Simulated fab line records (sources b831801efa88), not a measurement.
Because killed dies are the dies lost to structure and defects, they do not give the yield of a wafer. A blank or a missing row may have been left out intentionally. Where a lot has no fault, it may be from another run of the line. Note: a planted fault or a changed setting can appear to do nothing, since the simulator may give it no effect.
Which tool was responsible? :: flow gf180mcu :: 14 lots with 42 wafers sampled at 4 steps, on a route of 602 steps

## WHAT EACH GAUGE READ, for each wafer
GF_HV_LDD_OVL_MEAS_47. Usual: HV_LDD_03_OVL typically reads 0.0 nm, with standard deviation 1.3.
lot: L633
measured: day 12 20:26
on: overlay-01
HV_LDD_03_OVL (nm): 1.8 0.7 -0.1
flag: 

lot: L634
measured: day 13 03:36
on: overlay-02
HV_LDD_03_OVL (nm): -0.3 -0.6 -0.4
flag: 

lot: L636
measured: day 13 15:53
on: overlay-02
HV_LDD_03_OVL (nm): 0.1 -0.7 0.8
flag: 

lot: L638
measured: day 14 08:38
on: overlay-01
HV_LDD_03_OVL (nm): -1.8 -1.9 0.0
flag: 

lot: L639
measured: day 14 21:35
on: overlay-01
HV_LDD_03_OVL (nm): -1.1 1.0 0.6
flag: 

lot: L646
measured: day 17 05:50
on: overlay-01
HV_LDD_03_OVL (nm): -2.2 -1.7 0.3
flag: 

lot: L647
measured: day 17 09:10
on: overlay-02
HV_LDD_03_OVL (nm): 1.3 -1.6 -1.1
flag: 

lot: L648
measured: day 17 19:35
on: overlay-02
HV_LDD_03_OVL (nm): -1.1 -0.3 -0.2
flag: 

lot: L649
measured: day 18 09:16
on: overlay-02
HV_LDD_03_OVL (nm): -0.9 1.2 -0.4
flag: 

lot: L650
measured: day 18 15:32
on: overlay-01
HV_LDD_03_OVL (nm): -0.3 0.7 1.2
flag: 

lot: L651
measured: day 18 23:17
on: overlay-01
HV_LDD_03_OVL (nm): 1.5 -0.7 0.4
flag: 

lot: L653
measured: day 19 19:02
on: overlay-01
HV_LDD_03_OVL (nm): 2.4 -0.4 2.1
flag: 

lot: L654
measured: day 19 22:19
on: overlay-01
HV_LDD_03_OVL (nm): 2.3 -0.2 -1.9
flag: 

lot: L655
measured: day 20 09:25
on: overlay-02
HV_LDD_03_OVL (nm): 0.5 -1.1 -2.8
flag: 

GF_CONTACT_OVL_MEAS_15. Usual: CONTACT_OVL typically reads -3 nm, with standard deviation 5.2.
lot: L633
measured: day 16 14:17
on: overlay-01
CONTACT_OVL (nm): 2 2 2
flag: 

lot: L634
measured: day 16 21:40
on: overlay-02
CONTACT_OVL (nm): -16 -17 -7
flag: 

lot: L636
measured: day 17 11:56
on: overlay-01
CONTACT_OVL (nm): 0 -4 2
flag: 

lot: L638
measured: day 18 08:32
on: overlay-01
CONTACT_OVL (nm): -8 -15 -7
flag: 

lot: L639
measured: day 18 23:23
on: overlay-01
CONTACT_OVL (nm): 2 -1 -2
flag: 

lot: L646
measured: day 21 12:01
on: overlay-01
CONTACT_OVL (nm): -1 -8 -6
flag: 

lot: L647
measured: day 21 16:43
on: overlay-02
CONTACT_OVL (nm): -2 -10 -6
flag: 

lot: L648
measured: day 22 01:38
on: overlay-02
CONTACT_OVL (nm): 6 0 1
flag: 

lot: L649
measured: day 22 16:04
on: overlay-01
CONTACT_OVL (nm): -5 1 -3
flag: 

lot: L650
measured: day 22 20:41
on: overlay-01
CONTACT_OVL (nm): -5 -2 -7
flag: 

lot: L651
measured: day 23 04:58
on: overlay-02
CONTACT_OVL (nm): -3 -4 -4
flag: 

lot: L653
measured: day 23 23:20
on: overlay-01
CONTACT_OVL (nm): -4 -3 2
flag: 

lot: L654
measured: day 24 01:31
on: overlay-01
CONTACT_OVL (nm): -2 -8 -3
flag: 

lot: L655
measured: day 24 12:19
on: overlay-01
CONTACT_OVL (nm): -1 -2 -4
flag: 

## EACH LOT AND THE TOOL THAT RAN IT (in order: tool; ch and the chambers of the sampled wafers; start)
lot: L633
GF_HV_LDD_COAT_26: litho-track-03 ch 0, day 11 14:13
GF_HV_LDD_STRIP_37: plasma-asher-03 ch 0,1, day 12 00:46

lot: L634
GF_HV_LDD_COAT_26: litho-track-04 ch 0, day 11 21:14
GF_HV_LDD_STRIP_37: plasma-asher-04 ch 0,1, day 12 07:48

lot: L636
GF_HV_LDD_COAT_26: litho-track-04 ch 0, day 12 09:55
GF_HV_LDD_STRIP_37: plasma-asher-01 ch 0,1, day 12 20:46

lot: L638
GF_HV_LDD_COAT_26: litho-track-04 ch 0, day 13 01:16
GF_HV_LDD_STRIP_37: plasma-asher-04 ch 0,1, day 13 12:15

lot: L639
GF_HV_LDD_COAT_26: litho-track-04 ch 0, day 13 13:13
GF_HV_LDD_STRIP_37: plasma-asher-03 ch 0,1, day 14 00:31

lot: L646
GF_HV_LDD_COAT_26: litho-track-03 ch 0, day 15 19:22
GF_HV_LDD_STRIP_37: plasma-asher-04 ch 0,1, day 16 06:54

lot: L647
GF_HV_LDD_COAT_26: litho-track-04 ch 0, day 15 22:37
GF_HV_LDD_STRIP_37: plasma-asher-01 ch 0,1, day 16 10:42

lot: L648
GF_HV_LDD_COAT_26: litho-track-01 ch 0, day 16 08:10
GF_HV_LDD_STRIP_37: plasma-asher-01 ch 0,1, day 16 21:00

lot: L649
GF_HV_LDD_COAT_26: litho-track-04 ch 0, day 16 22:28
GF_HV_LDD_STRIP_37: plasma-asher-04 ch 0,1, day 17 10:16

lot: L650
GF_HV_LDD_COAT_26: litho-track-01 ch 0, day 17 02:25
GF_HV_LDD_STRIP_37: plasma-asher-03 ch 0,1, day 17 15:25

lot: L651
GF_HV_LDD_COAT_26: litho-track-03 ch 0, day 17 10:32
GF_HV_LDD_STRIP_37: plasma-asher-01 ch 0,1, day 17 23:22

lot: L653
GF_HV_LDD_COAT_26: litho-track-03 ch 0, day 18 05:05
GF_HV_LDD_STRIP_37: plasma-asher-01 ch 0,1, day 18 18:33

lot: L654
GF_HV_LDD_COAT_26: litho-track-03 ch 0, day 18 09:02
GF_HV_LDD_STRIP_37: plasma-asher-04 ch 0,1, day 18 21:43

lot: L655
GF_HV_LDD_COAT_26: litho-track-01 ch 0, day 18 19:20
GF_HV_LDD_STRIP_37: plasma-asher-01 ch 0,1, day 19 08:37
- GF_HV_LDD_COAT_26: resist thk 1000 nm.
- GF_HV_LDD_STRIP_37: strips in O2/N2.

## WHAT THE TOOLS THEMSELVES READ (means of the sampled wafers that have a number; where no wafer has one, the mark that the record gives instead)
GF_HV_LDD_STRIP_37. Usual: drypump-motor-current-A 5.6 A, standard deviation 0.46; heater-power-w 315 W, standard deviation 22; n2-flow-sccm 300.0 sccm, standard deviation 0.84; oes-product-au 0.716 a.u., standard deviation 0.0042; strip-time-to-endpoint-s 12.65 s, standard deviation 0.031.
lot: L633
tool: plasma-asher-03
drypump-motor-current-A (A): 5.2
heater-power-w (W): 334
n2-flow-sccm (sccm): 299.5
oes-product-au (a.u.): 0.717
strip-time-to-endpoint-s (s): 12.63
flag: 

lot: L634
tool: plasma-asher-04
drypump-motor-current-A (A): 5.4
heater-power-w (W): 328
n2-flow-sccm (sccm): 300.6
oes-product-au (a.u.): 0.715
strip-time-to-endpoint-s (s): 12.72
flag: 

lot: L636
tool: plasma-asher-01
drypump-motor-current-A (A): 5.9
heater-power-w (W): 295
n2-flow-sccm (sccm): 300.8
oes-product-au (a.u.): 0.712
strip-time-to-endpoint-s (s): 12.52
flag: OFF

lot: L638
tool: plasma-asher-04
drypump-motor-current-A (A): 5.5
heater-power-w (W): 322
n2-flow-sccm (sccm): 299.5
oes-product-au (a.u.): 0.719
strip-time-to-endpoint-s (s): 12.49
flag: OFF

lot: L639
tool: plasma-asher-03
drypump-motor-current-A (A): 5.6
heater-power-w (W): 345
n2-flow-sccm (sccm): 299.4
oes-product-au (a.u.): 0.718
strip-time-to-endpoint-s (s): 12.48
flag: OFF

lot: L646
tool: plasma-asher-04
drypump-motor-current-A (A): 5.4
heater-power-w (W): 328
n2-flow-sccm (sccm): 301.1
oes-product-au (a.u.): 0.717
strip-time-to-endpoint-s (s): 12.65
flag: 

lot: L647
tool: plasma-asher-01
drypump-motor-current-A (A): 6.1
heater-power-w (W): 286
n2-flow-sccm (sccm): 300.9
oes-product-au (a.u.): 0.714
strip-time-to-endpoint-s (s): 12.62
flag: 

lot: L648
tool: plasma-asher-01
drypump-motor-current-A (A): 6.0
heater-power-w (W): 290
n2-flow-sccm (sccm): 299.7
oes-product-au (a.u.): 0.713
strip-time-to-endpoint-s (s): 12.63
flag: 

lot: L649
tool: plasma-asher-04
drypump-motor-current-A (A): 5.4
heater-power-w (W): 321
n2-flow-sccm (sccm): 300.4
oes-product-au (a.u.): 0.716
strip-time-to-endpoint-s (s): 12.61
flag: 

lot: L650
tool: plasma-asher-03
drypump-motor-current-A (A): 5.6
heater-power-w (W): 342
n2-flow-sccm (sccm): 300.3
oes-product-au (a.u.): 0.713
strip-time-to-endpoint-s (s): 12.65
flag: 

lot: L651
tool: plasma-asher-01
drypump-motor-current-A (A): 5.9
heater-power-w (W): 301
n2-flow-sccm (sccm): 299.8
oes-product-au (a.u.): 0.716
strip-time-to-endpoint-s (s): 12.61
flag: 

lot: L653
tool: plasma-asher-01
drypump-motor-current-A (A): 6.1
heater-power-w (W): 292
n2-flow-sccm (sccm): 300.8
oes-product-au (a.u.): 0.717
strip-time-to-endpoint-s (s): 12.65
flag: 

lot: L654
tool: plasma-asher-04
drypump-motor-current-A (A): 5.3
heater-power-w (W): 317
n2-flow-sccm (sccm): 300.3
oes-product-au (a.u.): 0.720
strip-time-to-endpoint-s (s): 12.66
flag: 

lot: L655
tool: plasma-asher-01
drypump-motor-current-A (A): 5.9
heater-power-w (W): 294
n2-flow-sccm (sccm): 300.2
oes-product-au (a.u.): 0.717
strip-time-to-endpoint-s (s): 12.64
flag: 

## THE ANSWER, worked out from the rows above alone
Rule: take the mean of a lot's wafers that have a number; if it is more than 3 standard deviations from the usual mean, the lot is off. Also off: a lot with no number at a reading for which 4 or more lots have one. Where the step has rows for the other lots, those lots are counted as sound. Order of review: gauges by route order, followed by the tools' own readings, for which a lot's mean as printed above is used. At the first step where some lot is off, the reading lying furthest off is the one used; lots without a number count as furthest.
Off: L636, L638, L639, at GF_HV_LDD_STRIP_37 (strip-time-to-endpoint-s).
If a tool, at that step or one of the process steps before it, ran each lot that is off and ran no sound lot following the first of them, it fits. Of those tried, none fits.

## WHAT THE SIMULATOR HAD INSERTED
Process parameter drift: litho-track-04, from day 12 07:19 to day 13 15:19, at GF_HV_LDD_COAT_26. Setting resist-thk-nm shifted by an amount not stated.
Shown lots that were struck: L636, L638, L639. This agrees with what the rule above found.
